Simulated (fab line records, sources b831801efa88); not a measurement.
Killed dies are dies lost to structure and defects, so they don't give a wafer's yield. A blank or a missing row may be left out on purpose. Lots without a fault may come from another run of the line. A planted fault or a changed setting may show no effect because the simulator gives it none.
Which tool did it? | flow gf180mcu | 12 lots, 36 wafers sampled, at 2 steps of a route of 602

WHAT THE GAUGES READ, wafer by wafer
GF_V3_RS_MEAS_24: measures by four-point-probe.
lot  | measured     | on            | V3_W_RS (ohm/sq)
L075 | day 22 18:33 | film_metro-01 | 0.330 0.327 0.326
L077 | day 23 13:23 | film_metro-03 | 0.324 0.324 0.325
L079 | day 24 07:38 | film_metro-01 | 0.327 0.325 0.323
L081 | day 24 21:52 | film_metro-02 | 0.331 0.329 0.326
L083 | day 25 14:08 | film_metro-01 | 0.331 0.323 0.329
L085 | day 26 10:12 | film_metro-01 | 0.324 0.325 0.326
L087 | day 27 00:02 | film_metro-02 | 0.329 0.331 0.334
L089 | day 27 08:22 | film_metro-03 | 0.328 0.332 0.333
L091 | day 27 23:22 | film_metro-03 | 0.326 0.332 0.328
L093 | day 28 14:57 | film_metro-02 | 0.321 0.323 0.325
L095 | day 29 04:24 | film_metro-03 | 0.329 0.325 0.331
L097 | day 29 22:49 | film_metro-01 | 0.331 0.333 0.328

WHICH TOOL RAN EACH LOT (tool, then ch and the chambers of the sampled wafers, then the start)
lot  | GF_V3_CVD_02
L075 | pecvd-04 ch 0,1, day 21 16:55
L077 | pecvd-04 ch 0,2, day 22 12:53
L079 | pecvd-04 ch 0,1,2, day 23 08:05
L081 | pecvd-04 ch 0,2, day 23 22:39
L083 | pecvd-04 ch 0,1,2, day 24 15:29
L085 | pecvd-04 ch 1,2, day 25 11:32
L087 | pecvd-02 ch 1,2, day 26 01:35
L089 | pecvd-02 ch 0,1, day 26 10:38
L091 | pecvd-03 ch 0,1,2, day 27 02:08
L093 | pecvd-04 ch 0,1, day 27 17:38
L095 | pecvd-02 ch 0,1, day 28 07:13
L097 | pecvd-02 ch 0,2, day 29 02:19
- GF_V3_CVD_02: deposits SiO2 from TEOS, target thk 850 nm, time 94.851 s.

THE ANSWER, worked out from the rows above alone
Rule: what is usual is taken from the lots themselves. Put in order of their means at a reading, lots are off if they are a third of the lots or fewer, leave a main group of 4 or more, and stand apart from it by a gap of 3 or more times the standard deviation of the main group's means; of several such gaps the widest counts. A main group whose means are all the same, to the digits that the tables above print for the reading, isn't used. A lot without any number at a reading at which 4 lots or more have one is off too. The other lots that the step has rows for count as sound.
No lot is off at any reading shown: from this, nothing can be told.

WHAT THE SIMULATOR HAD PUT IN
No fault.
